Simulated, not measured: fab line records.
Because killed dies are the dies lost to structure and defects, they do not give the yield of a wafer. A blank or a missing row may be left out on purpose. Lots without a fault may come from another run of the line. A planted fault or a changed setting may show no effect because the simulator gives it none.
Comparing a struck lot with a sound one    flow sky130    15 steps out of a route of 708
Sound: wafers L777.2, L777.5, L777.6. Wafers L766.1, L766.5, L766.6 were the ones struck. The cause comes at the end.
At each step with rows: each side's tool, then ch and its chambers, then its first start. Under that, the readings that differ: sound wafers    struck wafers    difference of the means    sigmas: that difference in standard deviations of wafers without a fault.
alike: readings with means less than 2 such deviations apart, plus words and numbers identical on both sides. not compared: withheld readings, readings lacking a value on some wafer, bounds such as >300 that could conceal the same value, and numbers that have no deviation in the record and whose values overlap.
Wherever a step has rows on one side only, a row that says differs or no value, or a row with sigmas, the two part there. Numbers that don't overlap but have no deviation are shown without sigmas and don't part them. A reading that every wafer of one side lacks parts them only if that side has two wafers or more.

first, 7 steps without rows for these wafers: SKY_METAL3_HMDS_06 (prime time 60 s); SKY_METAL3_COAT_07 (resist thk 60 nm); SKY_METAL3_COAT_08 (resist thk 1140 nm); SKY_METAL3_SOFTBAKE_09 (time 90 s); SKY_METAL3_EXPOSE_10 (exposes mask MM3, target cd 300 nm); SKY_METAL3_PEB_11; SKY_METAL3_DEVELOP_12 (develop time 60 s).
SKY_METAL3_CD_MEAS_13: target cd 300 nm.
  sound on cd sem-02 at day 44 04:25; struck on cd sem-01 at day 40 20:48
  alike: cd nm
SKY_METAL3_OVL_MEAS_14:
  sound on overlay-01 at day 44 04:31; struck on overlay-02 at day 40 20:55
  alike: METAL3_OVL
SKY_METAL3_DESCUM_15: chemistry O2, time 8 s.
  sound on rie metal-02 ch 0,1, day 44 04:33; struck on rie metal-02 ch 0,1, day 40 20:58
  alike: chamber pressure mTorr, drypump motor current A, oes product au
  not compared: rf hours counter h
SKY_METAL3_ETCH_16: etches BARC in N2/H2, stops on SiO2, time 88.2 s, target depth 60 nm.
  sound on rie metal-02 ch 0,1, day 44 04:35; struck on rie metal-02 ch 0,1, day 40 20:59
  alike: bias w, chamber pressure mTorr, drypump motor current A, h2 flow sccm, oes product au, throttle valve pct
  not compared: rf hours counter h
SKY_METAL3_ETCH_17: etches SiO2 in C4F8/O2/Ar, stops on TiN, time 3.9 s, target depth 15 nm.
  sound on rie diel-04 ch 0,2,3, day 44 04:41; struck on rie diel-01 ch 0,1,3, day 40 21:05
  alike: bias w, chamber pressure mTorr, oes product au
  not compared: rf hours counter h
SKY_METAL3_METAL_ETCH_18: etches the open film in Cl2/BCl3, stops on SiO2, target depth 845 nm, time 183.1 s.
  sound on rie metal-04 ch 0,1, day 44 04:42; struck on rie metal-04 ch 0,1, day 40 21:07
  no value came back on the struck wafers for any of 6 readings (bcl3 flow sccm (sccm), bias w (W) and others); on the sound wafers bcl3 flow sccm (sccm) reads 29.84 29.89 30.13
reading                                        sound              struck             difference  sigmas
model.KrF-thick_of_METAL3_COAT_08.thk nm (nm)  525.1 523.6 525.6  1073 1076 1075     +550        
model.SiO2_of_VIA2_HDPCVD_00.thk nm (nm)       464.2 465.1 464.4  488.9 488.3 488.1  +23.9       
  not compared: rf hours counter h
SKY_METAL3_STRIP_19: strips in O2/N2.
  sound on plasma asher-03 ch 0,1, day 44 04:53; struck on plasma asher-03 ch 0,1, day 40 21:17
reading                       sound              struck             difference  sigmas
oes product au (a.u.)         0.503 0.500 0.497  0.717 0.717 0.722  +0.219      +44
strip time to endpoint s (s)  6.51 6.51 6.52     11.81 11.86 11.84  +5.32       +75
  alike: chamber pressure mTorr, drypump motor current A
  not compared: rf hours counter h
then, 1 step without rows for these wafers: SKY_METAL3_STRIP_20 (strips in post etch residue remover, time 1200 s).

WHERE THEY PART
Last at SKY_METAL3_STRIP_19 as far as this record goes, first at SKY_METAL3_METAL_ETCH_18.

WHY: whatever the simulator had introduced
Step skipped in full: rie metal-04, at SKY_METAL3_METAL_ETCH_18, from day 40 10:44 onward. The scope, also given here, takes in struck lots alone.
